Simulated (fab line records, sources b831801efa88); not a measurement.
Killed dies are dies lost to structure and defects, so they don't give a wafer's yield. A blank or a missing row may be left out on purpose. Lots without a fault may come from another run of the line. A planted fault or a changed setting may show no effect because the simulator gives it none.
Which tool did it? | flow sky130 | 15 lots, 45 wafers sampled, at 6 steps of a route of 708

WHAT THE GAUGES READ, wafer by wafer
SKY_FIELD_ISO_THK_MEAS_04. Usual: FIELD_ISO_CVD_03_THK 165.3 nm, standard deviation 1.5.
lot  | measured    | on            | FIELD_ISO_CVD_03_THK (nm) | flag
L298 | day 1 13:30 | film_metro-01 | 167.6 167.9 167.3         |
L300 | day 2 00:29 | film_metro-01 | 164.2 164.8 165.2         |
L305 | day 3 01:53 | film_metro-01 | 167.0 165.9 165.7         |
L306 | day 3 10:53 | film_metro-03 | 164.3 164.5 165.3         |
L307 | day 3 15:04 | film_metro-02 | 166.9 165.5 165.4         |
L311 | day 4 06:29 | film_metro-01 | 165.9 165.2 164.6         |
L312 | day 4 13:05 | film_metro-02 | 166.4 166.8 166.4         |
L313 | day 4 17:17 | film_metro-01 | 164.4 165.0 166.6         |
L315 | day 5 03:46 | film_metro-03 | 163.0 163.3 164.0         |
L316 | day 5 09:09 | film_metro-03 | 163.9 164.9 164.8         |
L317 | day 5 13:20 | film_metro-02 | 163.9 165.0 165.1         |
L318 | day 5 19:34 | film_metro-02 | 165.7 166.2 164.4         |
L319 | day 5 23:01 | film_metro-02 | 163.4 164.5 162.6         |
L320 | day 6 04:28 | film_metro-01 | 163.2 162.7 162.6         |
L321 | day 6 09:20 | film_metro-03 | 165.2 165.3 163.9         |

SKY_FIELD_ISO_CD_MEAS_13: target cd 150 nm. Usual: cd_nm 150.3 nm, standard deviation 1.5.
lot  | measured    | on        | cd_nm (nm)        | flag
L298 | day 2 03:53 | cd_sem-02 | 148.9 146.9 149.1 |
L300 | day 2 15:11 | cd_sem-01 | 147.2 148.3 148.0 |
L305 | day 3 16:52 | cd_sem-01 | 152.8 152.0 152.8 |
L306 | day 4 02:35 | cd_sem-02 | 150.0 148.7 151.0 |
L307 | day 4 07:08 | cd_sem-01 | 151.0 150.2 151.0 |
L311 | day 4 23:41 | cd_sem-02 | 150.7 151.0 148.2 |
L312 | day 5 06:50 | cd_sem-01 | 152.3 151.9 153.5 |
L313 | day 5 10:55 | cd_sem-02 | 151.0 150.4 149.4 |
L315 | day 5 21:28 | cd_sem-02 | 149.9 149.1 150.4 |
L316 | day 6 03:39 | cd_sem-02 | 151.0 150.4 150.8 |
L317 | day 6 07:38 | cd_sem-01 | 149.7 150.8 150.3 |
L318 | day 6 14:55 | cd_sem-02 | 146.3 148.0 147.3 |
L319 | day 6 18:18 | cd_sem-02 | 151.2 152.5 151.7 |
L320 | day 7 00:20 | cd_sem-01 | 148.9 150.2 148.6 |
L321 | day 7 05:36 | cd_sem-02 | 149.1 149.0 148.5 |

SKY_PWDE_OVL_MEAS_07. Usual: PWDE_OVL 0.5 nm, standard deviation 1.1.
lot  | measured    | on         | PWDE_OVL (nm)  | flag
L298 | day 3 19:12 | overlay-02 | -2.2 -0.1 -1.1 |
L300 | day 4 05:01 | overlay-02 | 0.4 2.0 1.0    |
L305 | day 5 13:36 | overlay-01 | - - -          | OFF
L306 | day 5 20:10 | overlay-02 | - - -          | OFF
L307 | day 6 05:02 | overlay-01 | - - -          | OFF
L311 | day 6 21:56 | overlay-01 | -0.8 -0.8 -1.1 |
L312 | day 7 05:22 | overlay-01 | -2.0 -0.5 -0.1 |
L313 | day 7 11:03 | overlay-01 | 1.1 2.8 1.9    |
L315 | day 7 23:36 | overlay-02 | -0.5 -0.6 -0.5 |
L316 | day 8 03:47 | overlay-01 | 0.6 0.5 -0.5   |
L317 | day 8 06:46 | overlay-02 | 1.9 1.6 0.1    |
L318 | day 8 17:48 | overlay-02 | 1.4 0.5 1.1    |
L319 | day 8 23:26 | overlay-02 | -0.3 0.6 0.9   |
L320 | day 9 03:58 | overlay-02 | -0.9 -0.3 0.7  |
L321 | day 9 07:34 | overlay-01 | -1.6 -0.5 0.7  |

SKY_NWELL_TW_MEAS_26. Usual: NWELL_2_TW 496, standard deviation 3.6.
lot  | measured     | on            | NWELL_2_TW  | flag
L298 | day 5 07:03  | film_metro-02 | 494 492 494 |
L300 | day 5 16:50  | film_metro-02 | 491 489 493 |
L305 | day 7 04:56  | film_metro-04 | 557 558 556 | OFF
L306 | day 7 11:44  | film_metro-01 | 551 549 552 | OFF
L307 | day 7 21:53  | film_metro-02 | 551 554 552 | OFF
L311 | day 8 15:41  | film_metro-04 | 504 499 502 |
L312 | day 9 00:58  | film_metro-01 | 496 495 496 |
L313 | day 9 05:26  | film_metro-01 | 497 497 498 |
L315 | day 9 20:00  | film_metro-02 | 494 493 495 |
L316 | day 10 01:44 | film_metro-02 | 494 495 492 |
L317 | day 10 03:02 | film_metro-02 | 493 494 493 |
L318 | day 10 14:36 | film_metro-02 | 494 493 493 |
L319 | day 10 21:56 | film_metro-04 | 500 501 500 |
L320 | day 11 02:10 | film_metro-04 | 495 498 501 |
L321 | day 11 06:10 | film_metro-01 | 499 499 499 |

WHICH TOOL RAN EACH LOT (tool, then ch and the chambers of the sampled wafers, then the start)
lot  | SKY_FIELD_ISO_ETCH_15             | SKY_PWDE_COAT_02
L298 | rie_diel-04 ch 0,1,3, day 2 04:00 | litho_track-04 ch 0, day 3 11:28
L300 | rie_diel-04 ch 0,1,2, day 2 15:21 | litho_track-01 ch 0, day 3 20:35
L305 | rie_diel-01 ch 2,3, day 3 17:00   | litho_track-04, day 5 04:41
L306 | rie_diel-03 ch 0,1,2, day 4 02:45 | litho_track-04, day 5 10:37
L307 | rie_diel-04 ch 1,2,3, day 4 07:18 | litho_track-01, day 5 19:08
L311 | rie_diel-04 ch 0,1, day 4 23:52   | litho_track-02 ch 0, day 6 11:17
L312 | rie_diel-03 ch 1,2,3, day 5 07:00 | litho_track-01 ch 0, day 6 19:44
L313 | rie_diel-04 ch 0,1, day 5 11:03   | litho_track-04 ch 0, day 7 00:56
L315 | rie_diel-04 ch 0,2, day 5 21:36   | litho_track-02 ch 0, day 7 12:43
L316 | rie_diel-01 ch 1,2, day 6 03:49   | litho_track-04 ch 0, day 7 17:25
L317 | rie_diel-04 ch 1,2, day 6 07:48   | litho_track-04 ch 0, day 7 20:55
L318 | rie_diel-01 ch 0,3, day 6 15:04   | litho_track-01 ch 0, day 8 06:55
L319 | rie_diel-03 ch 0,1,3, day 6 18:28 | litho_track-01 ch 0, day 8 12:35
L320 | rie_diel-03 ch 2,3, day 7 00:28   | litho_track-01 ch 0, day 8 17:35
L321 | rie_diel-01 ch 0,1,3, day 7 05:42 | litho_track-04 ch 0, day 8 20:23
- SKY_FIELD_ISO_ETCH_15: etches the open film in CHF3/O2, stops on Si, target depth 180 nm, time 72 s.
- SKY_PWDE_COAT_02: resist thk 3000 nm.

WHAT THE TOOLS THEMSELVES READ (means of the sampled wafers that have a number; where no wafer has one, the mark that the record gives instead)
SKY_FIELD_ISO_ETCH_15. Usual: O2_flow_sccm 5.001 sccm, standard deviation 0.015; drypump_motor_current_A 5.9 A, standard deviation 0.31; oes_product_au 0.947 a.u., standard deviation 0.0065; throttle_valve_pct 8.845 %, standard deviation 0.0087.
lot  | tool        | O2_flow_sccm (sccm) | drypump_motor_current_A (A) | oes_product_au (a.u.) | throttle_valve_pct (%) | flag
L298 | rie_diel-04 | 4.995               | 6.0                         | 0.956                 | 8.840                  |
L300 | rie_diel-04 | 4.997               | 6.0                         | 0.950                 | 8.838                  |
L305 | rie_diel-01 | 5.004               | 5.7                         | 0.951                 | 8.848                  |
L306 | rie_diel-03 | 4.985               | 6.2                         | 0.947                 | 8.842                  |
L307 | rie_diel-04 | 5.005               | 5.9                         | 0.948                 | 8.847                  |
L311 | rie_diel-04 | 5.021               | 6.1                         | 0.948                 | 8.843                  |
L312 | rie_diel-03 | 5.019               | 6.0                         | 0.947                 | 8.845                  |
L313 | rie_diel-04 | 5.003               | 6.1                         | 0.945                 | 8.841                  |
L315 | rie_diel-04 | 4.996               | 5.9                         | 0.942                 | 8.846                  |
L316 | rie_diel-01 | 5.000               | 5.9                         | 0.947                 | 8.858                  |
L317 | rie_diel-04 | 4.999               | 6.0                         | 0.946                 | 8.843                  |
L318 | rie_diel-01 | 4.995               | 5.5                         | 0.946                 | 8.842                  |
L319 | rie_diel-03 | 4.979               | 6.3                         | 0.944                 | 8.848                  |
L320 | rie_diel-03 | 5.007               | 5.8                         | 0.937                 | 8.842                  |
L321 | rie_diel-01 | 4.996               | 5.6                         | 0.945                 | 8.853                  |

SKY_PWDE_COAT_02. Usual: chill_plate_temp_C 23.01 C, standard deviation 0.11; dispense_pressure_kPa 55.8 kPa, standard deviation 2.8.
lot  | tool           | chill_plate_temp_C (C) | dispense_pressure_kPa (kPa) | flag
L298 | litho_track-04 | 23.05                  | 57.6                        |
L300 | litho_track-01 | 22.98                  | 56.7                        |
L305 | litho_track-04 | -                      | -                           | OFF
L306 | litho_track-04 | -                      | -                           | OFF
L307 | litho_track-01 | -                      | -                           | OFF
L311 | litho_track-02 | 23.03                  | 50.3                        |
L312 | litho_track-01 | 22.88                  | 56.6                        |
L313 | litho_track-04 | 23.08                  | 57.7                        |
L315 | litho_track-02 | 23.16                  | 50.4                        |
L316 | litho_track-04 | 23.08                  | 57.7                        |
L317 | litho_track-04 | 23.01                  | 57.7                        |
L318 | litho_track-01 | 23.01                  | 56.7                        |
L319 | litho_track-01 | 23.19                  | 56.6                        |
L320 | litho_track-01 | 23.06                  | 56.6                        |
L321 | litho_track-04 | 23.00                  | 57.7                        |

THE ANSWER, worked out from the rows above alone
Rule: a lot is off if the mean of its wafers that have a number lies more than 3 standard deviations from the usual mean. A lot without any number at a reading at which 4 lots or more have one is off too. The other lots that the step has rows for count as sound. The gauges are gone through in route order, then the tools' own readings, and for those a lot's mean is taken as printed above. The first step at which some lot is off is used, and at that step the reading that is off furthest; a lot without a number counts as furthest.
Off: L305, L306, L307, at SKY_PWDE_OVL_MEAS_07 (PWDE_OVL). Without a number there: L305, L306, L307.
A tool fits if, at a process step before that reading, it ran every lot that is off, and no sound lot after the first of them. The gauges at SKY_PWDE_OVL_MEAS_07 aren't tried: what is off there is off at SKY_NWELL_TW_MEAS_26 too, on other tools, and a gauge's error can't cause that. None of those tried fits.

WHAT THE SIMULATOR HAD PUT IN
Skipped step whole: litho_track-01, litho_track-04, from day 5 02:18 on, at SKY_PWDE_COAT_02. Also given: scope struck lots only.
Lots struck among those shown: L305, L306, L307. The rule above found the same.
